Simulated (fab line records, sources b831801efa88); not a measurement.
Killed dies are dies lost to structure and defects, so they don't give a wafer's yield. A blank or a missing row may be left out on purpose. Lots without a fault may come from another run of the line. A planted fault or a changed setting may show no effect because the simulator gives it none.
Chamber matching | flow gf180mcu | GF_STI_ETCH_14 on rie_si-02: 4 sister chambers
The step etches Si in HBr/Cl2/O2, target depth 360 nm, time 102.9 s. 14 wafers are shown with their chamber, then 7 later ones without.

WAFERS WITH THEIR CHAMBER
wafer  | chamber | drypump_motor_current_A (A) | he_backside_leak_sccm (sccm) | oes_product_au (a.u.)
L314.2 | 3       | 6.0                         | 2.7                          | 0.986
L314.3 | 0       | 6.6                         | 3.1                          | 0.976
L314.4 | 2       | 4.6                         | 2.4                          | 0.995
L316.1 | 1       | 5.6                         | 2.4                          | 0.994
L316.2 | 2       | 4.6                         | 2.8                          | 1.007
L316.3 | 0       | 6.7                         | 3.0                          | 0.991
L321.1 | 2       | 4.6                         | 2.6                          | 1.024
L321.2 | 1       | 5.6                         | 2.8                          | 1.006
L321.4 | 3       | 6.1                         | 2.7                          | 0.994
L325.1 | 2       | 4.6                         | 2.4                          | 0.992
L325.3 | 3       | 6.1                         | 2.7                          | 0.980
L325.6 | 3       | 6.1                         | 2.7                          | 0.988
L328.1 | 0       | 6.7                         | 2.9                          | 0.985
L328.4 | 3       | 6.1                         | 2.8                          | 0.996

SIGNATURES (means of the wafers above)
reading                 | chamber 0 | chamber 1 | chamber 2 | chamber 3 | scatter within a chamber
drypump_motor_current_A | 6.667     | 5.600     | 4.600     | 6.080     | 0.0383
he_backside_leak_sccm   | 3.000     | 2.600     | 2.550     | 2.720     | 0.148
oes_product_au          | 0.98400   | 1.00000   | 1.00450   | 0.98880   | 0.00992
Rule: a wafer's distance from a chamber is the root of the sum, over the readings, of the square of ((its reading less the chamber's mean) divided by the reading's scatter). The wafer belongs to the nearest chamber; if the next one is less than 2 further off, it can't be placed. The scatter: the root of (the sum of the squares of (reading less its chamber's mean) over the shown wafers, divided by (wafers less chambers)).

WAFERS WITHOUT THEIR CHAMBER
wafer  | drypump_motor_current_A (A) | he_backside_leak_sccm (sccm) | oes_product_au (a.u.)
L328.5 | 6.1                         | 2.8                          | 0.986
L329.4 | 6.7                         | 2.9                          | 0.976
L329.5 | 6.7                         | 3.0                          | 0.986
L329.6 | 5.6                         | 2.5                          | 0.979
L330.1 | 6.7                         | 3.0                          | 0.982
L330.4 | 6.0                         | 2.7                          | 1.002
L330.5 | 5.6                         | 2.5                          | 0.985

WHICH CHAMBER EACH WENT THROUGH
wafer  | from the rows above | in truth
L328.5 | 3                   | 3
L329.4 | 0                   | 0
L329.5 | 0                   | 0
L329.6 | 1                   | 1
L330.1 | 0                   | 0
L330.4 | 3                   | 3
L330.5 | 1                   | 1
Placed correctly: 7 of 7. Can't be placed from these rows: 0. Placed wrongly: 0.
